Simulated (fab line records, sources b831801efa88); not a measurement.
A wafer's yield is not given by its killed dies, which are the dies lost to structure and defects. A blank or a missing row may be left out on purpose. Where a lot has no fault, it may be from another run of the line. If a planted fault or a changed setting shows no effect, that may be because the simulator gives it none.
Matching of chambers :: flow gf180mcu :: GF_SAB_ETCH_11 on rie-diel-01 has 4 sister chambers
The step etches SiO2 in C4F8/O2/Ar, target depth 55 nm, time 8.5 s. 8 wafers are shown with their chamber, then 7 later ones without.

## WAFERS, EACH WITH ITS CHAMBER
wafer: L988.6
chamber: 0
oes-product-au (a.u.): 1.013
chamber-pressure-mTorr (mTorr): 39.98

wafer: L990.1
chamber: 1
oes-product-au (a.u.): 1.002
chamber-pressure-mTorr (mTorr): 40.01

wafer: L991.2
chamber: 2
oes-product-au (a.u.): 1.001
chamber-pressure-mTorr (mTorr): 39.97

wafer: L991.5
chamber: 0
oes-product-au (a.u.): 1.005
chamber-pressure-mTorr (mTorr): 40.01

wafer: L992.1
chamber: 1
oes-product-au (a.u.): 1.002
chamber-pressure-mTorr (mTorr): 40.02

wafer: L992.6
chamber: 3
oes-product-au (a.u.): 1.017
chamber-pressure-mTorr (mTorr): 40.04

wafer: L997.3
chamber: 3
oes-product-au (a.u.): 1.019
chamber-pressure-mTorr (mTorr): 39.90

wafer: L997.5
chamber: 2
oes-product-au (a.u.): 0.989
chamber-pressure-mTorr (mTorr): 39.95

## WAFERS WHOSE CHAMBER IS MISSING
wafer: L997.6
oes-product-au (a.u.): 1.003
chamber-pressure-mTorr (mTorr): 40.02

wafer: L107.2
oes-product-au (a.u.): 1.015
chamber-pressure-mTorr (mTorr): 39.99

wafer: L107.4
oes-product-au (a.u.): 1.008
chamber-pressure-mTorr (mTorr): 39.97

wafer: L107.5
oes-product-au (a.u.): 0.997
chamber-pressure-mTorr (mTorr): 40.00

wafer: L108.3
oes-product-au (a.u.): 0.997
chamber-pressure-mTorr (mTorr): 39.93

wafer: L108.4
oes-product-au (a.u.): 1.011
chamber-pressure-mTorr (mTorr): 40.06

wafer: L108.6
oes-product-au (a.u.): 1.014
chamber-pressure-mTorr (mTorr): 39.98

## THE CHAMBER EACH PASSED THROUGH
wafer: L997.6
from the rows above: can't be placed: 1 or 0 or 2
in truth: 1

wafer: L107.2
from the rows above: can't be placed: 3 or 0 or 1
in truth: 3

wafer: L107.4
from the rows above: can't be placed: 0 or 1 or 3
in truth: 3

wafer: L107.5
from the rows above: can't be placed: 2 or 1 or 0
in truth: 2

wafer: L108.3
from the rows above: can't be placed: 2 or 1 or 0
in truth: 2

wafer: L108.4
from the rows above: can't be placed: 0 or 1 or 3
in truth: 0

wafer: L108.6
from the rows above: can't be placed: 3 or 0 or 1
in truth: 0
Correctly placed: 0 of 7. Cannot be placed on the basis of these rows: 7; the candidates contain the true chamber in 7. Wrongly placed: 0.
How it was worked out, from the rows above alone: a wafer's distance from a chamber is the root of the sum, over the readings, of the square of ((its reading less the chamber's mean) divided by the reading's scatter). If the next closest chamber is less than 2 further off than the closest, the wafer can't be placed; otherwise it belongs to the closest. The mean given for a chamber averages the wafers shown for that chamber. The scatter: the root of (the sum of the squares of (reading less its chamber's mean) over the shown wafers, divided by (wafers less chambers)).
